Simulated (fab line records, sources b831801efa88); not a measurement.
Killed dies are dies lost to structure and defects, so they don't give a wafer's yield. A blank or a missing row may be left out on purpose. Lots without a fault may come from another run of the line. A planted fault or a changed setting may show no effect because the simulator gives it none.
Which tool did it? | flow sky130 | 11 lots, 33 wafers sampled, at 3 steps of a route of 708

WHAT THE GAUGES READ, wafer by wafer
SKY_SONOS_ONO_THK_MEAS_01.
lot  | measured     | on            | SONOS_ONO_OXIDATION_THK (nm)
L341 | day 11 14:20 | film_metro-01 | 2.67 2.61 2.53
L342 | day 12 13:59 | film_metro-02 | 2.53 2.58 2.54
L346 | day 12 19:00 | film_metro-02 | 2.69 2.68 2.71
L347 | day 13 05:06 | film_metro-01 | 2.57 2.55 2.59
L352 | day 14 18:52 | film_metro-03 | 2.54 2.58 2.55
L357 | day 16 22:40 | film_metro-02 | 2.10 2.08 2.18
L358 | day 17 05:31 | film_metro-02 | 2.21 2.12 2.14
L360 | day 17 20:25 | film_metro-02 | 2.54 2.58 2.51
L361 | day 18 13:48 | film_metro-02 | 2.61 2.57 2.59
L362 | day 19 14:36 | film_metro-03 | 2.57 2.53 2.60
L363 | day 20 06:40 | film_metro-01 | 2.61 2.61 2.71

WHICH TOOL RAN EACH LOT (tool, then ch and the chambers of the sampled wafers, then the start)
lot  | SKY_VT_ADJUST_LVTN_STRIP_09          | SKY_SONOS_ONO_OXIDATION_00
L341 | plasma_asher-02 ch 0,1, day 6 22:22  | furnace-02 ch 0, day 11 12:59
L342 | plasma_asher-02 ch 1, day 7 20:43    | furnace-01 ch 0, day 12 12:38
L346 | plasma_asher-02 ch 0,1, day 8 00:56  | furnace-02 ch 0, day 12 17:38
L347 | plasma_asher-03 ch 0,1, day 8 08:08  | furnace-02 ch 0, day 13 03:44
L352 | plasma_asher-02 ch 0,1, day 9 14:53  | furnace-02 ch 0, day 14 17:31
L357 | plasma_asher-02 ch 0,1, day 11 08:23 | furnace-02 ch 0, day 16 21:19
L358 | plasma_asher-02 ch 0,1, day 11 15:05 | furnace-02 ch 0, day 17 04:10
L360 | plasma_asher-04 ch 0,1, day 12 02:58 | furnace-01 ch 0, day 17 19:04
L361 | plasma_asher-04 ch 0,1, day 12 17:30 | furnace-01 ch 0, day 18 12:27
L362 | plasma_asher-02 ch 0,1, day 13 14:24 | furnace-02 ch 0, day 19 13:16
L363 | plasma_asher-02 ch 0,1, day 14 01:21 | furnace-01 ch 0, day 20 05:20
- SKY_VT_ADJUST_LVTN_STRIP_09: strips in O2/N2.
- SKY_SONOS_ONO_OXIDATION_00: stabilise 600 s, purge 300 s, target thk 2.6 nm.

THE ANSWER, worked out from the rows above alone
Rule: what is usual is taken from the lots themselves. Put in order of their means at a reading, lots are off if they are a third of the lots or fewer, leave a main group of 4 or more, and stand apart from it by a gap of 3 or more times the standard deviation of the main group's means; of several such gaps the widest counts. A main group whose means are all the same, to the digits that the tables above print for the reading, isn't used. A lot without any number at a reading at which 4 lots or more have one is off too. The other lots that the step has rows for count as sound.
Off: L357, L358, at SKY_SONOS_ONO_THK_MEAS_01 (SONOS_ONO_OXIDATION_THK). The main group: mean 2.59 nm, standard deviation 0.047.
A tool fits if, at a process step before that reading, it ran every lot that is off, and no sound lot after the first of them. The gauges at SKY_SONOS_ONO_THK_MEAS_01 are tried like those tools. None of those tried fits.

WHAT THE SIMULATOR HAD PUT IN
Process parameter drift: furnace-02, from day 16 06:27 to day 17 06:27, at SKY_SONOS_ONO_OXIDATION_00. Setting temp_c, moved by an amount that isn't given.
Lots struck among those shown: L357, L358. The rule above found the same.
